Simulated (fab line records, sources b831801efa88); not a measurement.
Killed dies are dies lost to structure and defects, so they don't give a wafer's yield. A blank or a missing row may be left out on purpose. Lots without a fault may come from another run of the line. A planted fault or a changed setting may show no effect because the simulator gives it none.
Which tool did it? | flow sfq_line | 15 lots, 45 wafers sampled, at 1 step of a route of 325

WHAT THE GAUGES READ, wafer by wafer
The record holds no reading of a measuring or inspecting step that can be judged against a usual standard deviation.

WHICH TOOL RAN EACH LOT (tool, then ch and the chambers of the sampled wafers, then the start)
lot  | SFQ_TRILAYER_M2_BARC_OPEN_METAL_ETCH_077
L432 | rie_metal-04 ch 0,1, day 33 10:24
L433 | rie_metal-03 ch 0,1, day 33 17:48
L435 | rie_metal-04 ch 0,1, day 40 14:47
L436 | rie_metal-03 ch 0,1, day 41 09:38
L437 | rie_metal-02 ch 1, day 42 02:41
L438 | rie_metal-03 ch 0,1, day 42 16:49
L439 | rie_metal-04 ch 0,1, day 43 12:02
L440 | rie_metal-04 ch 0,1, day 43 19:14
L445 | rie_metal-04 ch 0,1, day 45 15:22
L448 | rie_metal-03 ch 0,1, day 47 13:55
L449 | rie_metal-03 ch 0,1, day 47 18:43
L450 | rie_metal-03 ch 0,1, day 47 21:05
L451 | rie_metal-02 ch 0,1, day 47 23:29
L453 | rie_metal-04 ch 0,1, day 48 13:20
L455 | rie_metal-04 ch 0,1, day 49 06:08
- SFQ_TRILAYER_M2_BARC_OPEN_METAL_ETCH_077: etches BARC in O2, target depth 125 nm, time 41.7 s.

WHAT THE TOOLS THEMSELVES READ (means of the sampled wafers that have a number; where no wafer has one, the mark that the record gives instead)
SFQ_TRILAYER_M2_BARC_OPEN_METAL_ETCH_077. Usual: chamber_pressure_mTorr 10.001 mTorr, standard deviation 0.018; drypump_motor_current_A 5.7 A, standard deviation 0.5; oes_product_au 0.685 a.u., standard deviation 0.0048; rf_fwd_power_W 592 W, standard deviation 3.2.
lot  | tool         | chamber_pressure_mTorr (mTorr) | drypump_motor_current_A (A) | oes_product_au (a.u.) | rf_fwd_power_W (W) | flag
L432 | rie_metal-04 | 10.003                         | 6.0                         | 0.684                 | 592                |
L433 | rie_metal-03 | 9.999                          | 5.3                         | 0.679                 | 589                |
L435 | rie_metal-04 | 10.000                         | 5.8                         | 0.687                 | 594                |
L436 | rie_metal-03 | 10.000                         | 5.3                         | 0.685                 | 591                |
L437 | rie_metal-02 | 10.007                         | 6.3                         | 0.691                 | 593                |
L438 | rie_metal-03 | 10.005                         | 5.3                         | 0.686                 | 590                |
L439 | rie_metal-04 | 10.004                         | 6.0                         | 0.690                 | 591                |
L440 | rie_metal-04 | 9.992                          | 5.8                         | 0.685                 | 593                |
L445 | rie_metal-04 | 9.994                          | 5.8                         | 0.687                 | 596                |
L448 | rie_metal-03 | 9.999                          | 5.3                         | 0.691                 | 620                | OFF
L449 | rie_metal-03 | 10.005                         | 5.1                         | 0.678                 | 656                | OFF
L450 | rie_metal-03 | 10.006                         | 5.3                         | 0.687                 | 622                | OFF
L451 | rie_metal-02 | 9.997                          | 6.2                         | 0.683                 | 593                |
L453 | rie_metal-04 | 10.003                         | 5.8                         | 0.682                 | 595                |
L455 | rie_metal-04 | 9.997                          | 6.0                         | 0.686                 | 595                |

THE ANSWER, worked out from the rows above alone
Rule: a lot is off if the mean of its wafers that have a number lies more than 3 standard deviations from the usual mean. A lot without any number at a reading at which 4 lots or more have one is off too. The other lots that the step has rows for count as sound. The gauges are gone through in route order, then the tools' own readings, and for those a lot's mean is taken as printed above. The first step at which some lot is off is used, and at that step the reading that is off furthest; a lot without a number counts as furthest.
Off: L448, L449, L450, at SFQ_TRILAYER_M2_BARC_OPEN_METAL_ETCH_077 (rf_fwd_power_W).
A tool fits if, at that step or a process step before it, it ran every lot that is off, and no sound lot after the first of them. One fits: rie_metal-03 at SFQ_TRILAYER_M2_BARC_OPEN_METAL_ETCH_077. Its last sound lot is L438 (day 42 16:49), its first lot that is off L448 (day 47 13:55): a fault that began between those two fits.
The tool's own readings at SFQ_TRILAYER_M2_BARC_OPEN_METAL_ETCH_077 bear it out: on the lots that are off they differ by more than 5 times the standard deviation of the sound lots' means. rf_fwd_power_W reads 633 W there against 593 W on the sound lots.

WHAT THE SIMULATOR HAD PUT IN
Process parameter drift: rie_metal-03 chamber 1, from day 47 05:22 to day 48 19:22, at SFQ_TRILAYER_M2_BARC_OPEN_METAL_ETCH_077. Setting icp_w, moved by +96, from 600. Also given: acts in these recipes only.
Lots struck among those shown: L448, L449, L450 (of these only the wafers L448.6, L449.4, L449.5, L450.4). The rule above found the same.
